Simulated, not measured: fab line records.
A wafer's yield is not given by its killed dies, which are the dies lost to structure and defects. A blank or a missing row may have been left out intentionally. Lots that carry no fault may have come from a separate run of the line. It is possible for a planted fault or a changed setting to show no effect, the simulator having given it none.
8D (eight disciplines) problem report, filled in by code | flow gf180mcu | the parts of the form that need people (team, actions taken, sign-off) are left out

1. THE ISSUE
Wafers without a fault read 400.5 nm, standard deviation 2.3; cdNm at GF_NSD_CD_MEAS_07 reads a mean of 387.0 nm on 6 wafers belonging to 2 lots. That puts it -5.9 standard deviations away from the usual mean.
The step: target cd 400 nm.
First observed at day 15 23:28: wafer L468.1, on cdSem-02. The record has a number at this step for 39 wafers belonging to 13 lots. The rule behind "out" and "out of limits": a value lying over 4 standard deviations away from the usual mean. The other wafers with a number count as sound.

2. WHAT IT IS; WHAT IT IS NOT
question                    | is                     | is not
which readings at this step | cdNm                   | -
which lots                  | L468, L469             | L460, L461, L463, L472, L474, L475, L477, L479, L481, L482, L483
which wafers of those lots  | all that have a number | -
read on which gauges        | cdSem-01, cdSem-02     | -
when                        | from day 15 23:28      | up to then (9 sound wafers); but 24 sound wafers of L472, L474, L475, L477, L479, L481, L482, L483 came after

3. THE SUSPECTS, EACH WITH WHAT RULES IT OUT
Counting: a tool at a process step up to the reading stays a suspect if it ran every lot that is out and no sound lot after the first of them.
- the gauge at GF_NSD_CD_MEAS_07: ruled out. 2 gauges (cdSem-01, cdSem-02) read the wafers that are out.
- lithoTrack-02 at GF_NSD_COAT_02 (resist thk 1000 nm): ruled out as a lasting fault. The sound lots L477, L479 went through it after L468, its earliest lot that is out (day 15 12:46).
Left after counting: nothing in the record.

4. THE CAUSE (what the simulator had put in)
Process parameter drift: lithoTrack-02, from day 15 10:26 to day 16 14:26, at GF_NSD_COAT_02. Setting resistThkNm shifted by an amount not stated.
Counting ruled it out, wrongly: the rule takes a fault to strike every lot that its tool runs from its start on, and this one did not.

5. SEQUENCE OF EFFECTS, ordered by route
Each row: a reading where the mean over the struck wafers with a number is more than 3 standard deviations away from the usual. Readings are gone through only where the record gives a usual standard deviation; hours: the median, over the lots, of the time from a lot's start at the first step in this table giving one to that lot's start at this step; sigmas: the change measured in usual standard deviations.
hours | step              | reading              | usual      | on struck wafers | change | sigmas
0     | GF_NSD_CD_MEAS_07 | cdNm                 | 400.5 nm   | 387.0            | -13.5  | -5.9
6     | GF_NSD_STRIP_11   | oesProductAu         | 0.488 a.u. | 0.504            | +0.016 | +3.6
6     | GF_NSD_STRIP_11   | stripTimeToEndpointS | 22.97 s    | 24.72            | +1.75  | +46
Here are the process steps it includes:
- GF_NSD_STRIP_11: strips in O2/N2.
Later measuring or inspecting steps at which every struck wafer that the step has a row for has a number for every such reading, and none has moved that far: GF_PSD_TW_MEAS_11.

6. WHAT WOULD HAVE CAUGHT IT SOONER
The first out-of-limits reading at a measuring or inspecting step in this record came at day 15 23:28, 13 hours after the fault's start at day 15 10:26.
